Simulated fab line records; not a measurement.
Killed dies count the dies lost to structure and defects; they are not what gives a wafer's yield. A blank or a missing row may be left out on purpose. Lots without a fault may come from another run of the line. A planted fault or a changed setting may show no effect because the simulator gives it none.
fab line records -- flow gf180mcu
record lots=11, wafers=33, last-day=34
route steps=602 shown PSD@257 M3@409 V4@478
lots untouched by any fault: they come from a run of this same line in which no faults occurred
start-h: start of the lot's first displayed wafer, in hours after the record's first day -- wait-h: hours elapsed since this lot's preceding step -- " as in the row above -- L1.1+2: a row that stands for several wafers -- - no value present, or no start provided -- * or withheld: withheld -- < > ~ a bound
route shown NAME@n: NAME is a module with steps in the file, n the number in the route of the first one -- usual: mean/standard deviation of fault-free wafers -- same: alike in all rows -- chamber/n: place in a boat -- sites: each site's reading -- _std_site: standard deviation across them -- _edge_site: the outer-site mean with the inner-site mean subtracted -- radius-mm: how far each site lies from the wafer's centre -- mask NAME#n: copy n -- behind: tool/chamber where the wafer was last shaped -- hold: what put the lot on hold/how long, in hours/how the hold closed -- device: names the non-switching transistor (n, p or np) -- end of line: the same wafers' tests at the end of the route -- for a step that has no rows: nothing shown but its recipe -- killed: dies lost to structure and defects at the first sort, not the wafer's yield -- map: a wafer's dies, marking killed ones x, the rest . and places with no die _
set.NAME: the run value of the setting; set.NAME@STEP: its run value at that earlier step -- model.NAME: the simulator's own value behind a step, which no gauge read
one table for each step of the route and one row for each wafer, over a sample of lots
services: the hour from which a tool's chamber was out of use, counted from the record's first day as start-h (under 0 if before that day), plus the number of hours and why
## steps
# step GF_PSD_IMPLANT_09
# recipe species=BF2, energy-kev=40, dose-cm2=1.5e+15, tilt-deg=7
# usual dose-ions-cm2=1.4999e+15/2e+12, end-station-pressure-torr=1.18e-05/5.5e-07, faraday-current-uA=8241/150
lot.wafer,tool,chamber,start-h,wait-h,dose-ions-cm2,end-station-pressure-torr,faraday-current-uA
L318.1,implanter-02,0,317.41,0.0,1.5004e+15,1.2e-05,8483
L318.2,implanter-02,0,317.41,0.0,1.5023e+15,1.24e-05,8222
L318.3,implanter-02,0,317.41,0.0,1.5005e+15,1.22e-05,8031
L320.2,implanter-04,0,332.00,0.0,1.5007e+15,1.26e-05,8346
L320.5,implanter-04,0,332.00,0.0,1.5011e+15,1.24e-05,8661
L320.6,implanter-04,0,332.00,0.0,1.4973e+15,1.33e-05,8415
L321.1,implanter-02,0,337.03,0.0,1.5015e+15,1.24e-05,8482
L321.3,implanter-02,0,337.03,0.0,1.5e+15,1.27e-05,8241
L321.6,implanter-02,0,337.03,0.0,1.5027e+15,1.16e-05,8129
L322.2,implanter-02,0,349.80,0.0,1.5017e+15,1.22e-05,8445
L322.5,implanter-02,0,349.80,0.0,1.5011e+15,1.2e-05,8312
L322.6,implanter-02,0,349.80,0.0,1.4994e+15,1.13e-05,8449
L324.2,implanter-04,0,367.44,0.0,1.5016e+15,1.2e-05,8134
L324.3,implanter-04,0,367.44,0.0,1.5031e+15,1.19e-05,8280
L324.4,implanter-04,0,367.44,0.0,1.5018e+15,1.12e-05,8350
L331.1,implanter-02,0,431.08,0.0,1.4995e+15,1.2e-05,8351
L331.3,implanter-02,0,431.08,0.0,1.5012e+15,1.13e-05,8371
L331.4,implanter-02,0,431.08,0.0,1.5026e+15,1.09e-05,8132
L332.4,implanter-04,0,438.00,0.1,2.0159e+15,1.5e-05,11361
L332.5,implanter-04,0,438.00,0.1,2.0143e+15,1.38e-05,10581
L332.6,implanter-04,0,438.00,0.1,2.0168e+15,1.45e-05,11116
L333.2,implanter-04,0,445.14,0.0,2.0162e+15,1.36e-05,10988
L333.4,implanter-04,0,445.14,0.0,2.0172e+15,1.51e-05,10921
L333.5,implanter-04,0,445.14,0.0,2.0131e+15,1.47e-05,11163
L335.3,implanter-02,0,463.06,0.1,1.4999e+15,1.15e-05,8213
L335.4,implanter-02,0,463.06,0.1,1.5007e+15,1.24e-05,8352
L335.5,implanter-02,0,463.06,0.1,1.5008e+15,1.19e-05,8234
L340.1,implanter-02,0,498.82,0.0,1.4994e+15,1.19e-05,8024
L340.4,implanter-02,0,498.82,0.0,1.4979e+15,1.21e-05,8124
L340.6,implanter-02,0,498.82,0.0,1.4981e+15,1.14e-05,8118
L341.2,implanter-04,0,510.49,0.0,1.4985e+15,1.24e-05,7990
L341.4,implanter-04,0,510.49,0.0,1.499e+15,1.08e-05,8194
L341.5,implanter-04,0,510.49,0.0,1.5003e+15,1.07e-05,8028
# step GF_PSD_STRIP_10
# recipe chemistry=O2/N2, power-w=1400, pressure-mtorr=1500, platen-temp-c=250, o2-flow-sccm=3000, n2-flow-sccm=300, overash-fraction=0.5
# usual drypump-motor-current-A=5.68/0.26, heater-power-w=332/28, oes-product-au=0.592/0.004, strip-time-to-endpoint-s=16.51/0.041
lot.wafer,tool,chamber,start-h,wait-h,drypump-motor-current-A,heater-power-w,oes-product-au,rf-hours-counter-h,strip-time-to-endpoint-s
L318.1,plasma-asher-01,1,317.56,0.1,5.59,308,0.588,63,16.49
L318.2,plasma-asher-01,0,317.56,0.1,5.99,322,0.590,63,16.48
L318.3,plasma-asher-01,0,317.56,0.1,5.99,318,0.590,-,16.46
L320.2,plasma-asher-03,0,332.13,0.1,5.55,321,0.590,67,16.48
L320.5,plasma-asher-03,0,332.13,0.1,5.56,318,0.592,-,16.51
L320.6,plasma-asher-03,1,332.13,0.1,5.97,374,0.590,-,16.50
L321.1,plasma-asher-03,0,337.18,0.1,5.60,331,0.593,68,16.51
L321.3,plasma-asher-03,0,337.18,0.1,5.58,318,0.594,-,16.50
L321.6,plasma-asher-03,1,337.18,0.1,5.96,391,0.600,-,16.51
L322.2,plasma-asher-01,0,349.93,0.1,6.00,333,0.590,67,16.54
L322.5,plasma-asher-01,1,349.93,0.1,5.59,302,0.596,-,16.49
L322.6,plasma-asher-01,0,349.93,0.1,6.00,314,0.591,-,16.49
L324.2,plasma-asher-03,1,367.56,0.1,5.97,382,0.590,71,16.49
L324.3,plasma-asher-03,1,367.56,0.1,5.96,386,0.589,-,16.48
L324.4,plasma-asher-03,0,367.56,0.1,5.52,320,0.587,-,16.47
L331.1,plasma-asher-01,0,431.23,0.1,5.99,325,0.593,77,16.48
L331.3,plasma-asher-01,0,431.23,0.1,6.01,319,0.590,-,16.50
L331.4,plasma-asher-01,1,431.23,0.1,5.59,308,0.593,-,16.48
L332.4,plasma-asher-02,0,438.11,0.1,5.62,307,0.573,-,17.53
L332.5,plasma-asher-02,1,438.11,0.1,5.27,355,0.570,-,17.56
L332.6,plasma-asher-02,0,438.11,0.1,5.63,305,0.568,-,17.55
L333.2,plasma-asher-02,0,445.26,0.1,5.65,311,0.569,33,17.51
L333.4,plasma-asher-02,1,445.26,0.1,5.23,362,0.564,-,17.51
L333.5,plasma-asher-02,0,445.26,0.1,5.65,310,0.569,-,17.52
L335.3,plasma-asher-02,1,463.19,0.1,5.25,355,0.594,-,16.57
L335.4,plasma-asher-02,0,463.19,0.1,5.63,316,0.589,-,16.57
L335.5,plasma-asher-02,0,463.19,0.1,5.63,305,0.600,-,16.58
L340.1,plasma-asher-03,0,498.97,0.1,5.54,306,0.592,7,16.55
L340.4,plasma-asher-03,0,498.97,0.1,5.53,315,0.591,-,16.53
L340.6,plasma-asher-03,1,498.97,0.1,5.96,360,0.600,-,16.52
L341.2,plasma-asher-03,0,510.61,0.1,5.58,316,0.589,8,16.48
L341.4,plasma-asher-03,1,510.61,0.1,5.97,362,0.592,-,16.44
L341.5,plasma-asher-03,0,510.61,0.1,5.55,323,0.594,-,16.48
# step GF_PSD_TW_MEAS_11
# usual PSD_TW=3200/13
lot.wafer,tool,chamber,start-h,wait-h,PSD_TW
L318.1,film-metro-03,-,317.66,0.1,3196
L318.2,film-metro-03,-,317.66,0.1,3197
L318.3,film-metro-03,-,317.66,0.1,3183
L320.2,film-metro-03,-,332.24,0.1,3179
L320.5,film-metro-03,-,332.24,0.1,3192
L320.6,film-metro-03,-,332.24,0.1,3207
L321.1,film-metro-02,-,337.28,0.1,3190
L321.3,film-metro-02,-,337.28,0.1,3181
L321.6,film-metro-02,-,337.28,0.1,3183
L322.2,film-metro-03,-,350.04,0.1,3193
L322.5,film-metro-03,-,350.04,0.1,3193
L322.6,film-metro-03,-,350.04,0.1,3201
L324.2,film-metro-02,-,367.67,0.1,3208
L324.3,film-metro-02,-,367.67,0.1,3202
L324.4,film-metro-02,-,367.67,0.1,3212
L331.1,film-metro-01,-,431.33,0.1,3210
L331.3,film-metro-01,-,431.33,0.1,3226
L331.4,film-metro-01,-,431.33,0.1,3190
L332.4,film-metro-02,-,438.21,0.1,3377
L332.5,film-metro-02,-,438.21,0.1,3389
L332.6,film-metro-02,-,438.21,0.1,3414
L333.2,film-metro-02,-,445.37,0.1,3399
L333.4,film-metro-02,-,445.37,0.1,3390
L333.5,film-metro-02,-,445.37,0.1,3392
L335.3,film-metro-02,-,463.32,0.1,3185
L335.4,film-metro-02,-,463.32,0.1,3202
L335.5,film-metro-02,-,463.32,0.1,3207
L340.1,film-metro-02,-,499.07,0.1,3197
L340.4,film-metro-02,-,499.07,0.1,3214
L340.6,film-metro-02,-,499.07,0.1,3197
L341.2,film-metro-03,-,510.72,0.1,3189
L341.4,film-metro-03,-,510.72,0.1,3196
L341.5,film-metro-03,-,510.72,0.1,3202
# step GF_PSD_RS_MEAS_15
# recipe thk-meas-gauge=four-point-probe
# usual PSD_RS=108.70/0.25
lot.wafer,tool,chamber,start-h,wait-h,PSD_RS[ohm/sq]
L318.1,film-metro-01,-,317.98,0.1,108.40
L318.2,film-metro-01,-,317.98,0.1,108.28
L318.3,film-metro-01,-,317.98,0.1,108.26
L320.2,film-metro-02,-,332.57,0.1,109.12
L320.5,film-metro-02,-,332.57,0.1,109.04
L320.6,film-metro-02,-,332.57,0.1,108.99
L321.1,film-metro-02,-,337.64,0.1,108.47
L321.3,film-metro-02,-,337.64,0.1,108.79
L321.6,film-metro-02,-,337.64,0.1,108.75
L322.2,film-metro-03,-,350.36,0.1,108.87
L322.5,film-metro-03,-,350.36,0.1,108.43
L322.6,film-metro-03,-,350.36,0.1,108.79
L324.2,film-metro-03,-,368.00,0.1,108.85
L324.3,film-metro-03,-,368.00,0.1,108.74
L324.4,film-metro-03,-,368.00,0.1,108.45
L331.1,film-metro-03,-,431.69,0.1,108.47
L331.3,film-metro-03,-,431.69,0.1,108.50
L331.4,film-metro-03,-,431.69,0.1,108.20
L332.4,film-metro-01,-,438.55,0.1,103.27
L332.5,film-metro-01,-,438.55,0.1,103.51
L332.6,film-metro-01,-,438.55,0.1,103.10
L333.2,film-metro-03,-,445.69,0.1,103.54
L333.4,film-metro-03,-,445.69,0.1,103.35
L333.5,film-metro-03,-,445.69,0.1,103.41
L335.3,film-metro-01,-,463.66,0.1,108.65
L335.4,film-metro-01,-,463.66,0.1,108.34
L335.5,film-metro-01,-,463.66,0.1,108.47
L340.1,film-metro-02,-,499.39,0.1,108.46
L340.4,film-metro-02,-,499.39,0.1,108.81
L340.6,film-metro-02,-,499.39,0.1,108.84
L341.2,film-metro-03,-,511.04,0.1,108.24
L341.4,film-metro-03,-,511.04,0.1,108.28
L341.5,film-metro-03,-,511.04,0.1,108.26
# step GF_M3_SPUTTER_00
# recipe material=Ti, target-thk-nm=37.5, arriving-ion-energy-ev=80, substrate-temp-c=200, chamber-pressure-pa=2, power-w=4000, time-s=150
# usual chamber-pressure-pa=1.999/0.0042, throttle-valve-pct=29.7/0.63
# same time-s=150
lot.wafer,tool,chamber,start-h,wait-h,chamber-pressure-pa,throttle-valve-pct
L318.1,pvd-sputter-04,-,462.59,0.2,2.001,29.2
L318.2,pvd-sputter-04,-,462.59,0.2,2.003,29.8
L318.3,pvd-sputter-04,-,462.59,0.2,2.003,29.5
L320.2,pvd-sputter-01,-,480.89,0.1,2.001,29.4
L320.5,pvd-sputter-01,-,480.89,0.1,1.998,30.6
L320.6,pvd-sputter-01,-,480.89,0.1,1.996,28.8
L321.1,pvd-sputter-01,-,487.23,0.2,2.003,29.1
L321.3,pvd-sputter-01,-,487.23,0.2,1.993,29.5
L321.6,pvd-sputter-01,-,487.23,0.2,2.001,29.4
L322.2,pvd-sputter-01,-,500.53,0.2,1.997,29.4
L322.5,pvd-sputter-01,-,500.53,0.2,2.003,30.6
L322.6,pvd-sputter-01,-,500.53,0.2,1.993,29.5
L324.2,pvd-sputter-03,-,519.31,0.2,2.003,29.9
L324.3,pvd-sputter-03,-,519.31,0.2,2.001,30.1
L324.4,pvd-sputter-03,-,519.31,0.2,1.999,30.8
L331.1,pvd-sputter-01,-,580.30,0.1,2.001,29.5
L331.3,pvd-sputter-01,-,580.30,0.1,1.999,28.7
L331.4,pvd-sputter-01,-,580.30,0.1,2.008,29.3
L332.4,pvd-sputter-04,-,588.07,0.1,2.003,29.0
L332.5,pvd-sputter-04,-,588.07,0.1,2.007,29.1
L332.6,pvd-sputter-04,-,588.07,0.1,2.005,29.2
L333.2,pvd-sputter-03,-,592.64,0.2,2.001,30.6
L333.4,pvd-sputter-03,-,592.64,0.2,2.002,29.2
L333.5,pvd-sputter-03,-,592.64,0.2,2.000,30.7
L335.3,pvd-sputter-01,-,608.86,0.1,1.996,28.4
L335.4,pvd-sputter-01,-,608.86,0.1,1.999,29.1
L335.5,pvd-sputter-01,-,608.86,0.1,1.998,29.4
L340.1,pvd-sputter-03,-,639.53,0.2,2.000,29.6
L340.4,pvd-sputter-03,-,639.53,0.2,1.994,30.8
L340.6,pvd-sputter-03,-,639.53,0.2,2.000,30.0
L341.2,pvd-sputter-01,-,648.86,0.1,1.998,28.9
L341.4,pvd-sputter-01,-,648.86,0.1,1.997,29.4
L341.5,pvd-sputter-01,-,648.86,0.1,2.000,29.5
# step GF_V4_CVD_02
# recipe material=SiO2, target-thk-nm=850, precursor=TEOS, temp-c=400, time-s=94.851, rf-w=600
# usual heater-power-w=711/75
# same time-s=94.851
lot.wafer,tool,chamber,start-h,wait-h,heater-power-w,since-wet-clean-h
L318.1,pecvd-01,1,537.19,0.1,763,571
L318.2,pecvd-01,2,537.19,0.1,694,571
L318.3,pecvd-01,0,537.19,0.1,753,571
L320.2,pecvd-01,2,554.37,0.0,722,588
L320.5,pecvd-01,0,554.37,0.0,776,-
L320.6,pecvd-01,1,554.37,0.0,719,-
L321.1,pecvd-04,2,558.60,0.1,772,384
L321.3,pecvd-04,0,558.60,0.1,668,384
L321.6,pecvd-04,2,558.60,0.1,613,-
L322.2,pecvd-03,1,573.08,0.0,801,815
L322.5,pecvd-03,0,573.08,0.0,561,-
L322.6,pecvd-03,2,573.08,0.0,722,-
L324.2,pecvd-03,1,589.73,0.0,701,832
L324.3,pecvd-03,2,589.73,0.0,697,832
L324.4,pecvd-03,2,589.73,0.0,722,-
L331.1,pecvd-01,2,646.31,0.1,715,680
L331.3,pecvd-01,1,646.31,0.1,756,680
L331.4,pecvd-01,0,646.31,0.1,804,-
L332.4,pecvd-01,0,653.76,0.1,808,-
L332.5,pecvd-01,2,653.76,0.1,692,-
L332.6,pecvd-01,1,653.76,0.1,746,-
L333.2,pecvd-01,2,657.63,0.0,618,691
L333.4,pecvd-01,2,657.63,0.0,662,-
L333.5,pecvd-01,1,657.63,0.0,623,-
L335.3,pecvd-04,2,673.55,0.0,759,499
L335.4,pecvd-04,2,673.55,0.0,625,-
L335.5,pecvd-04,1,673.55,0.0,801,-
L340.1,pecvd-04,1,700.12,0.1,793,526
L340.4,pecvd-04,0,700.12,0.1,526,-
L340.6,pecvd-04,1,700.12,0.1,811,-
L341.2,pecvd-01,2,710.23,0.0,726,744
L341.4,pecvd-01,2,710.23,0.0,588,-
L341.5,pecvd-01,1,710.23,0.0,759,-
# step GF_V4_THK_MEAS_03
# recipe reads=SiO2_of_V4_CVD_02
# usual V4_CVD_02_THK=847/11
lot.wafer,tool,chamber,start-h,wait-h,V4_CVD_02_THK[nm]
L318.1,film-metro-03,-,537.26,0.0,830
L318.2,film-metro-03,-,537.26,0.0,832
L318.3,film-metro-03,-,537.26,0.0,848
L320.2,film-metro-03,-,554.45,0.0,829
L320.5,film-metro-03,-,554.45,0.0,848
L320.6,film-metro-03,-,554.45,0.0,855
L321.1,film-metro-04,-,558.67,0.0,840
L321.3,film-metro-04,-,558.67,0.0,837
L321.6,film-metro-04,-,558.67,0.0,850
L322.2,film-metro-04,-,573.16,0.0,838
L322.5,film-metro-04,-,573.16,0.0,848
L322.6,film-metro-04,-,573.16,0.0,844
L324.2,film-metro-04,-,589.81,0.0,844
L324.3,film-metro-04,-,589.81,0.0,838
L324.4,film-metro-04,-,589.81,0.0,858
L331.1,film-metro-01,-,646.38,0.0,840
L331.3,film-metro-01,-,646.38,0.0,843
L331.4,film-metro-01,-,646.38,0.0,845
L332.4,film-metro-01,-,653.83,0.0,851
L332.5,film-metro-01,-,653.83,0.0,844
L332.6,film-metro-01,-,653.83,0.0,854
L333.2,film-metro-04,-,657.71,0.0,833
L333.4,film-metro-04,-,657.71,0.0,836
L333.5,film-metro-04,-,657.71,0.0,847
L335.3,film-metro-03,-,673.64,0.1,842
L335.4,film-metro-03,-,673.64,0.1,848
L335.5,film-metro-03,-,673.64,0.1,853
L340.1,film-metro-01,-,700.19,0.0,831
L340.4,film-metro-01,-,700.19,0.0,834
L340.6,film-metro-01,-,700.19,0.0,836
L341.2,film-metro-03,-,710.33,0.1,839
L341.4,film-metro-03,-,710.33,0.1,855
L341.5,film-metro-03,-,710.33,0.1,860
## services
tool,chamber,start-h,hours,kind
implanter-04,-,296.52,1.5,repair
pecvd-01,-,315.55,0.8,repair
implanter-04,-,322.04,1.8,repair
pvd-sputter-01,-,328.15,0.7,repair
pvd-sputter-03,-,332.02,2.0,repair
plasma-asher-02,-,336.08,0.4,repair
plasma-asher-02,-,359.58,28.1,pm
implanter-02,-,365.15,16.6,pm
pvd-sputter-03,-,365.99,7.0,repair
implanter-04,-,368.21,1.4,repair
pecvd-01,-,368.80,0.7,repair
pecvd-04,-,405.88,1.9,repair
plasma-asher-03,-,421.25,9.0,pm
implanter-02,-,425.49,2.7,pm
plasma-asher-02,-,427.25,0.4,repair
pecvd-04,1,428.41,6.0,repair
plasma-asher-03,-,432.07,1.6,repair
pvd-sputter-01,-,588.96,2.7,repair
implanter-02,-,606.29,2.3,repair
pecvd-01,-,619.03,1.1,repair
pecvd-01,-,630.16,0.8,repair
pecvd-01,1,630.65,2.0,repair
implanter-04,-,653.56,1.7,repair
implanter-04,-,667.57,4.2,pm
## key
first-sign step=GF_PSD_IMPLANT_09, reading=dose-ions-cm2, direction=up, sigmas=99+, usual=1.4999e+15, struck=2.0156e+15
effect step=GF_PSD_IMPLANT_09, reading=faraday-current-uA, direction=up, sigmas=18, usual=8241, struck=11022
effect step=GF_PSD_STRIP_10, reading=strip-time-to-endpoint-s, direction=up, sigmas=25, usual=*, struck=*
effect step=GF_PSD_TW_MEAS_11, reading=PSD_TW, direction=up, sigmas=15, usual=3200, struck=3394
effect step=GF_PSD_RS_MEAS_15, reading=PSD_RS, direction=down, sigmas=21, usual=108.70, struck=103.37
met-at GF_PSD_IMPLANT_09
struck-lots L332,L333
tester-left-out L332,L333
not-acting-at GF_M3_SPUTTER_00,GF_V4_CVD_02,GF_V4_THK_MEAS_03
onset-between 367.44 438.00
fault kind=process-parameter-drift, tool=implanter-04, chamber=-, onset-h=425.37, steps=GF_PSD_IMPLANT_09, channel=dose-cm2, offset=5.1661e+14, shape=step, end-h=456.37, acts-in=these-recipes-only, stated=1.5e+15
# tester-left-out: of these lots the tester's yield and bins aren't shown, on N5 and GAA mostly nor the transistor test; their killed dies are dies lost to structure and defects alone, not to doping, threshold or leakage, so they don't give the yield
